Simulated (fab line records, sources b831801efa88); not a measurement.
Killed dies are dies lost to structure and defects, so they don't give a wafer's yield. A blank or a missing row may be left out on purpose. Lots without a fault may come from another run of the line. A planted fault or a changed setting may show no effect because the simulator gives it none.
Which tool did it? | flow sky130 | 11 lots, 33 wafers sampled, at 3 steps of a route of 708

WHAT THE GAUGES READ, wafer by wafer
SKY_METAL4_CD_MEAS_13: target cd 300 nm.
lot  | measured     | on        | cd_nm (nm)
L983 | day 42 07:38 | cd_sem-01 | 299.8 299.8 300.1
L984 | day 42 17:15 | cd_sem-01 | 299.5 301.9 300.1
L989 | day 44 00:29 | cd_sem-02 | 298.0 297.7 297.4
L991 | day 44 15:34 | cd_sem-01 | 301.5 299.8 300.3
L993 | day 44 21:52 | cd_sem-01 | 298.0 297.7 297.9
L992 | day 44 23:07 | cd_sem-01 | 299.2 299.2 299.5
L999 | day 46 11:04 | cd_sem-02 | 299.7 300.6 300.0
L100 | day 46 16:21 | cd_sem-01 | 301.3 301.8 300.6
L103 | day 47 03:06 | cd_sem-01 | 299.1 299.0 301.5
L102 | day 47 04:23 | cd_sem-02 | 301.0 299.2 301.4
L105 | day 47 21:08 | cd_sem-01 | 301.8 300.4 300.1

WHICH TOOL RAN EACH LOT (tool, then ch and the chambers of the sampled wafers, then the start)
lot  | SKY_METAL4_SPUTTER_02        | SKY_CAP2M_METAL_ETCH_13
L983 | pvd_sputter-04, day 40 07:26 | rie_metal-04 ch 0,1, day 41 07:33
L984 | pvd_sputter-04, day 40 17:20 | rie_metal-04 ch 0,1, day 41 17:16
L989 | pvd_sputter-04, day 42 01:04 | rie_metal-02 ch 0,1, day 43 00:33
L991 | pvd_sputter-04, day 42 18:05 | rie_metal-04 ch 0,1, day 43 16:40
L993 | pvd_sputter-01, day 43 00:09 | rie_metal-02 ch 0,1, day 43 23:14
L992 | pvd_sputter-02, day 43 01:00 | rie_metal-03 ch 0,1, day 44 00:38
L999 | pvd_sputter-02, day 44 15:46 | rie_metal-04 ch 0,1, day 45 13:41
L100 | pvd_sputter-02, day 44 21:37 | rie_metal-03 ch 0,1, day 45 19:25
L103 | pvd_sputter-04, day 45 08:53 | rie_metal-02 ch 0, day 46 06:12
L102 | pvd_sputter-04, day 45 09:58 | rie_metal-03 ch 0,1, day 46 07:18
L105 | pvd_sputter-01, day 46 04:41 | rie_metal-04 ch 0,1, day 47 00:55
- SKY_METAL4_SPUTTER_02: material AlCu, target thk 735 nm, time 39.1 s.
- SKY_CAP2M_METAL_ETCH_13: etches TiN in Cl2/BCl3, stops on SiO2, target depth 220 nm, time 62.9 s.

THE ANSWER, worked out from the rows above alone
Rule: what is usual is taken from the lots themselves. Put in order of their means at a reading, lots are off if they are a third of the lots or fewer, leave a main group of 4 or more, and stand apart from it by a gap of 3 or more times the standard deviation of the main group's means; of several such gaps the widest counts. A main group whose means are all the same, to the digits that the tables above print for the reading, isn't used. A lot without any number at a reading at which 4 lots or more have one is off too. The other lots that the step has rows for count as sound.
No lot is off at any reading shown: from this, nothing can be told.

WHAT THE SIMULATOR HAD PUT IN
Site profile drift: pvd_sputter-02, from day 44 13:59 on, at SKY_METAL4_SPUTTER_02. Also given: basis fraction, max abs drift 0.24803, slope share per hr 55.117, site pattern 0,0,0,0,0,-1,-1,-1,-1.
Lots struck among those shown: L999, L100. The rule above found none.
